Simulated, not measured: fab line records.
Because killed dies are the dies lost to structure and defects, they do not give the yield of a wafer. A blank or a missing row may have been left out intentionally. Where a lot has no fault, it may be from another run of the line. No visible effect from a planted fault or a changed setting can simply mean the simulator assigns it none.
Which tool is to blame? / flow sky130 / 33 wafers from 11 lots sampled at 6 of the route's 708 steps

== WHAT EACH GAUGE READ, for each wafer ==
SKY_NWELL_TW_MEAS_15.
lot=L761; measured=day 5 07:57; on=film metro-03; NWELL_TW=1820 1815 1827
lot=L765; measured=day 6 06:26; on=film metro-03; NWELL_TW=3782 3786 3793
lot=L768; measured=day 6 18:27; on=film metro-01; NWELL_TW=3875 3848 3857
lot=L769; measured=day 7 03:32; on=film metro-04; NWELL_TW=1832 1823 1826
lot=L774; measured=day 8 07:24; on=film metro-04; NWELL_TW=1807 1813 1810
lot=L775; measured=day 8 10:04; on=film metro-03; NWELL_TW=1826 1819 1818
lot=L778; measured=day 9 05:37; on=film metro-03; NWELL_TW=1810 1813 1796
lot=L779; measured=day 9 09:43; on=film metro-01; NWELL_TW=1838 1843 1838
lot=L780; measured=day 9 14:38; on=film metro-03; NWELL_TW=1815 1812 1818
lot=L781; measured=day 10 04:22; on=film metro-03; NWELL_TW=1821 1834 1822
lot=L782; measured=day 10 10:06; on=film metro-03; NWELL_TW=1818 1819 1820

SKY_NWELL_RS_MEAS_29: a four-point-probe measurement.
lot=L761; measured=day 6 02:09; on=film metro-04; NWELL_RS (ohm/sq)=626.3 622.9 623.7
lot=L765; measured=day 7 01:48; on=film metro-01; NWELL_RS (ohm/sq)=161.2 161.3 161.1
lot=L768; measured=day 7 13:53; on=film metro-04; NWELL_RS (ohm/sq)=160.7 160.6 161.0
lot=L769; measured=day 7 23:40; on=film metro-04; NWELL_RS (ohm/sq)=626.2 624.9 625.8
lot=L774; measured=day 9 05:14; on=film metro-04; NWELL_RS (ohm/sq)=628.5 627.3 628.3
lot=L775; measured=day 9 07:40; on=film metro-03; NWELL_RS (ohm/sq)=622.1 622.4 623.7
lot=L778; measured=day 10 03:16; on=film metro-03; NWELL_RS (ohm/sq)=626.8 624.2 628.5
lot=L779; measured=day 10 07:29; on=film metro-03; NWELL_RS (ohm/sq)=626.4 625.4 625.0
lot=L780; measured=day 10 13:35; on=film metro-04; NWELL_RS (ohm/sq)=620.2 623.9 621.7
lot=L781; measured=day 11 03:46; on=film metro-04; NWELL_RS (ohm/sq)=621.3 621.6 621.8
lot=L782; measured=day 11 09:04; on=film metro-04; NWELL_RS (ohm/sq)=625.0 625.5 622.5

SKY_NWELL_RS_MEAS_31: a four-point-probe measurement.
lot=L761; measured=day 6 02:23; on=film metro-04; PWDE_RS (ohm/sq)=5287 5272 5251
lot=L765; measured=day 7 02:02; on=film metro-01; PWDE_RS (ohm/sq)=5260 5243 5236
lot=L768; measured=day 7 14:08; on=film metro-04; PWDE_RS (ohm/sq)=5243 5236 5238
lot=L769; measured=day 7 23:54; on=film metro-04; PWDE_RS (ohm/sq)=5252 5277 5287
lot=L774; measured=day 9 05:29; on=film metro-04; PWDE_RS (ohm/sq)=5252 5250 5240
lot=L775; measured=day 9 07:55; on=film metro-03; PWDE_RS (ohm/sq)=5294 5286 5279
lot=L778; measured=day 10 03:30; on=film metro-03; PWDE_RS (ohm/sq)=5302 5287 5291
lot=L779; measured=day 10 07:43; on=film metro-03; PWDE_RS (ohm/sq)=5287 5268 5258
lot=L780; measured=day 10 13:50; on=film metro-04; PWDE_RS (ohm/sq)=5264 5243 5271
lot=L781; measured=day 11 04:00; on=film metro-04; PWDE_RS (ohm/sq)=5260 5263 5255
lot=L782; measured=day 11 09:18; on=film metro-04; PWDE_RS (ohm/sq)=5256 5243 5266

SKY_VT_ADJUST_HVTP_TW_MEAS_11.
lot=L761; measured=day 6 21:35; on=film metro-03; VT_ADJUST_HVTP_TW=1347 1343 1343
lot=L765; measured=day 7 21:14; on=film metro-03; VT_ADJUST_HVTP_TW=1353 1347 1349
lot=L768; measured=day 8 10:23; on=film metro-02; VT_ADJUST_HVTP_TW=1325 1322 1314
lot=L769; measured=day 8 20:43; on=film metro-02; VT_ADJUST_HVTP_TW=1329 1325 1328
lot=L774; measured=day 10 02:49; on=film metro-01; VT_ADJUST_HVTP_TW=1380 1371 1377
lot=L775; measured=day 10 05:39; on=film metro-02; VT_ADJUST_HVTP_TW=1327 1336 1339
lot=L778; measured=day 11 03:20; on=film metro-01; VT_ADJUST_HVTP_TW=1364 1365 1371
lot=L779; measured=day 11 07:02; on=film metro-03; VT_ADJUST_HVTP_TW=1351 1349 1355
lot=L780; measured=day 11 14:05; on=film metro-03; VT_ADJUST_HVTP_TW=1357 1356 1362
lot=L781; measured=day 12 04:41; on=film metro-01; VT_ADJUST_HVTP_TW=1376 1374 1369
lot=L782; measured=day 12 08:53; on=film metro-02; VT_ADJUST_HVTP_TW=1331 1327 1336

== TOOL THAT RAN EACH LOT (tool first, then ch and the chambers of the sampled wafers, then the start) ==
lot=L761; SKY_FIELD_ISO_ETCH_17=rie si-02 ch 0,2, day 2 14:37; SKY_NWELL_IMPLANT_11=implanter-02 ch 0, day 5 07:25
lot=L765; SKY_FIELD_ISO_ETCH_17=rie si-01 ch 0,1,3, day 3 15:44; SKY_NWELL_IMPLANT_11=implanter-02 ch 0, day 6 05:53
lot=L768; SKY_FIELD_ISO_ETCH_17=rie si-01 ch 0,2,3, day 4 07:02; SKY_NWELL_IMPLANT_11=implanter-02 ch 0, day 6 17:54
lot=L769; SKY_FIELD_ISO_ETCH_17=rie si-02 ch 0,2,3, day 4 11:22; SKY_NWELL_IMPLANT_11=implanter-04 ch 0, day 7 02:59
lot=L774; SKY_FIELD_ISO_ETCH_17=rie si-02 ch 1,3, day 5 11:47; SKY_NWELL_IMPLANT_11=implanter-01 ch 0, day 8 06:51
lot=L775; SKY_FIELD_ISO_ETCH_17=rie si-01 ch 1,2,3, day 5 15:27; SKY_NWELL_IMPLANT_11=implanter-04 ch 0, day 8 09:32
lot=L778; SKY_FIELD_ISO_ETCH_17=rie si-02 ch 0,2,3, day 6 08:36; SKY_NWELL_IMPLANT_11=implanter-02 ch 0, day 9 05:05
lot=L779; SKY_FIELD_ISO_ETCH_17=rie si-01 ch 0,3, day 6 13:37; SKY_NWELL_IMPLANT_11=implanter-04 ch 0, day 9 09:11
lot=L780; SKY_FIELD_ISO_ETCH_17=rie si-02 ch 0,1,3, day 6 18:01; SKY_NWELL_IMPLANT_11=implanter-04 ch 0, day 9 14:05
lot=L781; SKY_FIELD_ISO_ETCH_17=rie si-01 ch 0,2,3, day 7 01:23; SKY_NWELL_IMPLANT_11=implanter-02 ch 0, day 10 03:52
lot=L782; SKY_FIELD_ISO_ETCH_17=rie si-02 ch 0,1,3, day 7 05:49; SKY_NWELL_IMPLANT_11=implanter-02 ch 0, day 10 09:33
- SKY_FIELD_ISO_ETCH_17: etches Si in HBr/Cl2/O2, target depth 342 nm, time 97.7 s.
- SKY_NWELL_IMPLANT_11

== AS READ BY THE TOOLS THEMSELVES (means over the sampled wafers that have a number; for cases with no such wafer, the mark the record gives instead) ==
SKY_FIELD_ISO_ETCH_17.
lot=L761; tool=rie si-02; bias w (W)=150.5; drypump motor current A (A)=5.6; oes product au (a.u.)=0.994; throttle valve pct (%)=25.652
lot=L765; tool=rie si-01; bias w (W)=150.0; drypump motor current A (A)=5.4; oes product au (a.u.)=0.993; throttle valve pct (%)=25.656
lot=L768; tool=rie si-01; bias w (W)=149.8; drypump motor current A (A)=5.0; oes product au (a.u.)=1.007; throttle valve pct (%)=25.656
lot=L769; tool=rie si-02; bias w (W)=150.4; drypump motor current A (A)=5.7; oes product au (a.u.)=0.993; throttle valve pct (%)=25.662
lot=L774; tool=rie si-02; bias w (W)=150.1; drypump motor current A (A)=5.8; oes product au (a.u.)=0.993; throttle valve pct (%)=25.664
lot=L775; tool=rie si-01; bias w (W)=150.6; drypump motor current A (A)=5.4; oes product au (a.u.)=1.001; throttle valve pct (%)=25.657
lot=L778; tool=rie si-02; bias w (W)=150.2; drypump motor current A (A)=5.6; oes product au (a.u.)=1.005; throttle valve pct (%)=25.657
lot=L779; tool=rie si-01; bias w (W)=149.9; drypump motor current A (A)=5.0; oes product au (a.u.)=0.997; throttle valve pct (%)=25.650
lot=L780; tool=rie si-02; bias w (W)=149.9; drypump motor current A (A)=5.6; oes product au (a.u.)=0.997; throttle valve pct (%)=25.653
lot=L781; tool=rie si-01; bias w (W)=150.4; drypump motor current A (A)=5.0; oes product au (a.u.)=1.003; throttle valve pct (%)=25.650
lot=L782; tool=rie si-02; bias w (W)=150.6; drypump motor current A (A)=5.7; oes product au (a.u.)=1.003; throttle valve pct (%)=25.656

SKY_NWELL_IMPLANT_11.
lot=L761; tool=implanter-02; beam energy keV=399.87; beam on s (s)=9.91; dose ions cm2=1.9e+13; faraday current uA=108.1
lot=L765; tool=implanter-02; beam energy keV=400.04; beam on s (s)=71.07; dose ions cm2=2.1e+14; faraday current uA=164.2
lot=L768; tool=implanter-02; beam energy keV=399.83; beam on s (s)=69.30; dose ions cm2=2.1e+14; faraday current uA=168.2
lot=L769; tool=implanter-04; beam energy keV=400.10; beam on s (s)=9.99; dose ions cm2=1.9e+13; faraday current uA=107.1
lot=L774; tool=implanter-01; beam energy keV=400.07; beam on s (s)=10.20; dose ions cm2=1.9e+13; faraday current uA=105.0
lot=L775; tool=implanter-04; beam energy keV=400.01; beam on s (s)=10.07; dose ions cm2=1.9e+13; faraday current uA=106.3
lot=L778; tool=implanter-02; beam energy keV=399.93; beam on s (s)=10.20; dose ions cm2=1.9e+13; faraday current uA=105.0
lot=L779; tool=implanter-04; beam energy keV=399.79; beam on s (s)=9.77; dose ions cm2=1.9e+13; faraday current uA=109.2
lot=L780; tool=implanter-04; beam energy keV=400.04; beam on s (s)=10.07; dose ions cm2=1.9e+13; faraday current uA=106.4
lot=L781; tool=implanter-02; beam energy keV=400.24; beam on s (s)=10.09; dose ions cm2=1.9e+13; faraday current uA=106.3
lot=L782; tool=implanter-02; beam energy keV=399.99; beam on s (s)=9.87; dose ions cm2=1.9e+13; faraday current uA=108.6

== THE ANSWER, worked out from the rows above alone ==
Rule: what is usual is taken from the lots themselves. The widest of any qualifying gaps counts: lots, ordered by their means at a reading, are off when they make up no more than a third of the lots, leave a main group of 4 or more, and stand apart from it by 3 or more times the standard deviation of that group's means. Not used: any main group whose means are identical at the precision the tables above print for the reading. A lot without any number at a reading at which 4 lots or more have one is off too. Any other lot the step has rows for is counted as sound. Order of review: gauges by route order, followed by the tools' own readings, for which a lot's mean as printed above is used. The first step at which some lot is off is used, and at that step the reading that is off furthest; a lot without a number counts as furthest.
Off: at SKY_NWELL_TW_MEAS_15 (NWELL_TW), L765, L768. For the main group the mean is 1820 and the standard deviation 9.3.
A tool fits if, at a process step before that reading, it ran every lot that is off, and no sound lot after the first of them. Not tried: the gauges at SKY_NWELL_TW_MEAS_15; whatever is off there is also off at SKY_NWELL_IMPLANT_11, on other tools, and gauge error can't account for it. Of those tried, none fits.

== WHAT THE SIMULATOR HAD PUT IN ==
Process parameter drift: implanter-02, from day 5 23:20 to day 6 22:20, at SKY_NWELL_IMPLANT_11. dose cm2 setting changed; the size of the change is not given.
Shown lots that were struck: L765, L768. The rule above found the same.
